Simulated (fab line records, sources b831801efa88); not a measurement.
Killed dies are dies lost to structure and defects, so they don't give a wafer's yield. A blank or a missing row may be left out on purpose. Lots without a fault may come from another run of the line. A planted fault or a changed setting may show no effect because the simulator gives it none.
Problem report in the 8D (eight disciplines) form, filled by code | flow gf180mcu | the parts of the form that need people (team, actions taken, sign-off) are left out

1. THE PROBLEM
time_to_endpoint_s at GF_V3_CMP_04 reads a mean of 54 s on 2 wafers of 1 lot; wafers without a fault read 77 s with a standard deviation of 4.6. That is -4.9 standard deviations from the usual mean.
The step: polishes SiO2.
First seen on wafer L382.2, day 23 21:08, on cmp-02. The record holds 15 wafers of 5 lots with a number at this step. Rule for "out", or "out of limits": more than 4 standard deviations from the usual mean. The other wafers with a number count as sound.

2. WHAT IT IS AND WHAT IT IS NOT
question                    | is                 | is not
which readings at this step | time_to_endpoint_s | -
which lots                  | L382               | L378, L394, L395, L398
which wafers of those lots  | L382.2, L382.3     | L382.5
read on which tools         | cmp-02             | cmp-01
when                        | from day 23 21:08  | up to then (4 sound wafers); but 9 sound wafers of L394, L395, L398 came after

3. SUSPECTS, AND WHAT RULES EACH OUT
Counting: a tool at a process step up to the reading stays a suspect if it ran every lot that is out. Sound lots after the first of them don't rule it out here, since some wafers of a struck lot are sound.
- plasma_asher-01 at GF_M3_STRIP_17 (strips in O2/N2): kept. It ran the lot that is out, L382 (day 23 20:21).
- pecvd-02 at GF_V3_CVD_02 (deposits SiO2 from TEOS, target thk 850 nm, time 94.851 s): kept. It ran the lot that is out, L382 (day 23 21:01).
- cmp-02 at GF_V3_CMP_04 (polishes SiO2): kept. It ran the lot that is out, L382 (day 23 21:08); its last sound lot up to then is L378 (day 22 12:23). Its own readings are out on those wafers: time_to_endpoint_s.
Left after counting: plasma_asher-01 at GF_M3_STRIP_17, pecvd-02 at GF_V3_CVD_02, cmp-02 at GF_V3_CMP_04.

4. THE CAUSE (what the simulator had put in)
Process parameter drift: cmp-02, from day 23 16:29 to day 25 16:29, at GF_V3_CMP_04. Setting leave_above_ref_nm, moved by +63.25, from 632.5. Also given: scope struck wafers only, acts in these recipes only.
Counting left 3 suspects, and this tool is among them.

5. THE CHAIN OF EFFECTS, in route order
Each row: a reading whose mean over the struck wafers that have a number lies more than 3 standard deviations from the usual. Only readings for which the record gives a usual standard deviation are gone through. hours: the time from each lot's start at the first step in this table that gives one to its start at this step, as a median over the lots. sigmas: the change in usual standard deviations.
hours | step          | reading            | usual      | on struck wafers | change | sigmas
0     | GF_V3_CMP_04  | time_to_endpoint_s | 77 s       | 54               | -22    | -4.9
-     | GF_V3_ETCH_17 | oes_product_au     | 0.856 a.u. | 0.905            | +0.049 | +10
The process steps in it:
- GF_V3_CMP_04: polishes SiO2.
- GF_V3_ETCH_17: etches SiO2 in C4F8/O2/Ar, stops on TiN, target depth 635 nm.
Later measuring or inspecting steps at which every struck wafer that the step has a row for has a number for every such reading, and none has moved that far: GF_V3_BOW_MEAS_05, GF_V3_CD_MEAS_14, GF_V3_OVL_MEAS_15, GF_V3_RS_MEAS_24, GF_V3_THK_MEAS_25.

6. WHAT WOULD HAVE CAUGHT IT SOONER
In this record the first reading out of limits was taken at day 23 21:08, 5 hours after the fault began at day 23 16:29.
